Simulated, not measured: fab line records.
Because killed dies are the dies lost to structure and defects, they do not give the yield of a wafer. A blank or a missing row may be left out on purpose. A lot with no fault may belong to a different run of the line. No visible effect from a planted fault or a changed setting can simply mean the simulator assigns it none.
Chamber matching + flow gf180mcu + GF_POLY_GATE_ETCH_12 on rie-diel-03 has 4 sister chambers
The step etches BARC in N2/H2. 14 wafers are shown with their chamber, then 7 later ones without.

WAFERS PAIRED WITH THEIR CHAMBERS
| wafer  | chamber | drypump-motor-current-A (A) | rf-fwd-power-W (W) | oes-product-au (a.u.) |
|--------|---------|-----------------------------|--------------------|-----------------------|
| L351.2 | 2       | 5.4                         | 493.3              | 0.747                 |
| L351.5 | 2       | 5.4                         | 493.1              | 0.734                 |
| L351.6 | 0       | 5.4                         | 497.5              | 0.725                 |
| L352.3 | 1       | 5.5                         | 494.5              | 0.737                 |
| L352.4 | 2       | 5.3                         | 492.5              | 0.735                 |
| L352.6 | 3       | 5.2                         | 496.3              | 0.747                 |
| L356.1 | 0       | 5.4                         | 497.5              | 0.735                 |
| L356.2 | 2       | 5.3                         | 492.3              | 0.735                 |
| L356.3 | 3       | 5.2                         | 495.9              | 0.728                 |
| L358.2 | 2       | 5.4                         | 492.7              | 0.735                 |
| L358.3 | 1       | 5.5                         | 494.2              | 0.735                 |
| L358.4 | 3       | 5.2                         | 497.1              | 0.744                 |
| L366.1 | 3       | 5.2                         | 495.3              | 0.735                 |
| L366.2 | 0       | 5.3                         | 498.9              | 0.729                 |

SIGNATURES (averages over the wafers above)
| reading                 | chamber 0 | chamber 1 | chamber 2 | chamber 3 | scatter within a chamber |
|-------------------------|-----------|-----------|-----------|-----------|--------------------------|
| drypump-motor-current-A | 5.367     | 5.500     | 5.360     | 5.200     | 0.0432                   |
| rf-fwd-power-W          | 497.967   | 494.350   | 492.780   | 496.150   | 0.612                    |
| oes-product-au          | 0.72967   | 0.73600   | 0.73720   | 0.73850   | 0.00631                  |
Rule: a wafer's distance from a chamber is the root of the sum, over the readings, of the square of ((its reading less the chamber's mean) divided by the reading's scatter). If the next closest chamber is less than 2 further off than the closest, the wafer can't be placed; otherwise it belongs to the closest. The scatter: the root of (the sum of the squares of (reading less its chamber's mean) over the shown wafers, divided by (wafers less chambers)).

WAFERS WITH NO CHAMBER GIVEN
| wafer  | drypump-motor-current-A (A) | rf-fwd-power-W (W) | oes-product-au (a.u.) |
|--------|-----------------------------|--------------------|-----------------------|
| L366.4 | 5.4                         | 495.7              | 0.744                 |
| L372.1 | 5.5                         | 494.4              | 0.737                 |
| L372.3 | 5.4                         | 498.0              | 0.734                 |
| L372.5 | 5.4                         | 497.0              | 0.728                 |
| L374.3 | 5.3                         | 494.3              | 0.741                 |
| L374.5 | 5.3                         | 497.7              | 0.739                 |
| L374.6 | 5.2                         | 495.8              | 0.730                 |

WHICH CHAMBER EACH ONE RAN IN
| wafer  | from the rows above               | in truth |
|--------|-----------------------------------|----------|
| L366.4 | can't be placed: 1 or 0 or 3 or 2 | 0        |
| L372.1 | 1                                 | 1        |
| L372.3 | 0                                 | 0        |
| L372.5 | 0                                 | 0        |
| L374.3 | can't be placed: 2 or 3 or 1      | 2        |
| L374.5 | can't be placed: 0 or 3           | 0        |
| L374.6 | 3                                 | 3        |
Correct placement for 4 of the 7. Cannot be placed on the basis of these rows: 3; the candidates contain the true chamber in 3. Wrongly placed: 0.
